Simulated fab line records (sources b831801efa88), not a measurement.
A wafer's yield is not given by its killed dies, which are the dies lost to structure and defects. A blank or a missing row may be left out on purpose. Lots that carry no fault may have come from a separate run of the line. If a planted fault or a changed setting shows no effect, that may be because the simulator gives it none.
Check for tools in common -- flow gf180mcu -- Sampled: 10 lots, 36 wafers

WHY THIS WAS OPENED
2 of 10 lots carry a flag on the reading VT_IMPLANT_3_TW at GF_VT_IMPLANT_TW_MEAS_32. Wafers without a fault read 269.1, standard deviation 2.7.
Rule: flag the lot when none of its wafers has a number, or when each of its wafers that has one lies beyond 4 standard deviations from that mean. The other lots count as sound.

lot,measured,on,"VT_IMPLANT_3_TW, wafer by wafer",flag
L527,day 7 02:32,film-metro-01,272.2 272.0 271.2,
L528,day 7 05:19,film-metro-01,272.2 270.8 271.0,
L529,day 7 12:50,film-metro-01,272.1 273.2 273.8,
L530,day 7 18:53,film-metro-01,272.5 271.6 272.0,
L531,day 8 04:14,film-metro-01,271.8 270.8 271.8,
L532,day 8 06:48,film-metro-01,271.6 270.0 270.9,
L534,day 8 16:25,film-metro-01,271.4 270.9 271.5,
L537,day 9 15:57,film-metro-03,266.8 267.7 266.2,
L541,day 10 16:44,film-metro-03,518.8 516.8 515.4 515.8 517.6 517.3,FLAGGED
L542,day 11 00:09,film-metro-04,513.9 515.0 514.5 513.9 515.2 516.2,FLAGGED
On average the flagged lots' numbers are 515.9, which is +246.8 against the usual, or +91 standard deviations.

TOOL THAT RAN EACH LOT
The record keeps 1 process step preceding the reading, out of 602 steps on the route. Cell contents, in order: the tool; ch with the chambers the sampled wafers went through; the start.
lot,flag,GF_VT_IMPLANT_IMPLANT_30
L527,,"implanter-02 ch 0, day 7 02:18"
L528,,"implanter-04 ch 0, day 7 05:07"
L529,,"implanter-04 ch 0, day 7 12:37"
L530,,"implanter-04 ch 0, day 7 18:38"
L531,,"implanter-02 ch 0, day 8 03:59"
L532,,"implanter-03 ch 0, day 8 06:33"
L534,,"implanter-03 ch 0, day 8 16:11"
L537,,"implanter-02 ch 0, day 9 15:43"
L541,FLAGGED,"implanter-03 ch 0, day 10 16:29"
L542,FLAGGED,"implanter-04 ch 0, day 10 23:55"
What these steps do:
- GF_VT_IMPLANT_IMPLANT_30
- GF_VT_IMPLANT_TW_MEAS_32

FLAGGED OVER TOTAL, TOOL BY TOOL (the gauges that took the reading come last)
step,tool,lots run,flagged,share of the flagged lots,sound lots run after its first flagged lot
GF_VT_IMPLANT_IMPLANT_30,implanter-02,3,0,none,-
GF_VT_IMPLANT_IMPLANT_30,implanter-03,3,1,some,0
GF_VT_IMPLANT_IMPLANT_30,implanter-04,4,1,some,0
GF_VT_IMPLANT_TW_MEAS_32,film-metro-01,7,0,none,-
GF_VT_IMPLANT_TW_MEAS_32,film-metro-03,2,1,some,0
GF_VT_IMPLANT_TW_MEAS_32,film-metro-04,1,1,some,0

WHAT THE TABLE PERMITS
No row of the table ran every flagged lot.

WHAT HAD BEEN PUT IN BY THE SIMULATOR
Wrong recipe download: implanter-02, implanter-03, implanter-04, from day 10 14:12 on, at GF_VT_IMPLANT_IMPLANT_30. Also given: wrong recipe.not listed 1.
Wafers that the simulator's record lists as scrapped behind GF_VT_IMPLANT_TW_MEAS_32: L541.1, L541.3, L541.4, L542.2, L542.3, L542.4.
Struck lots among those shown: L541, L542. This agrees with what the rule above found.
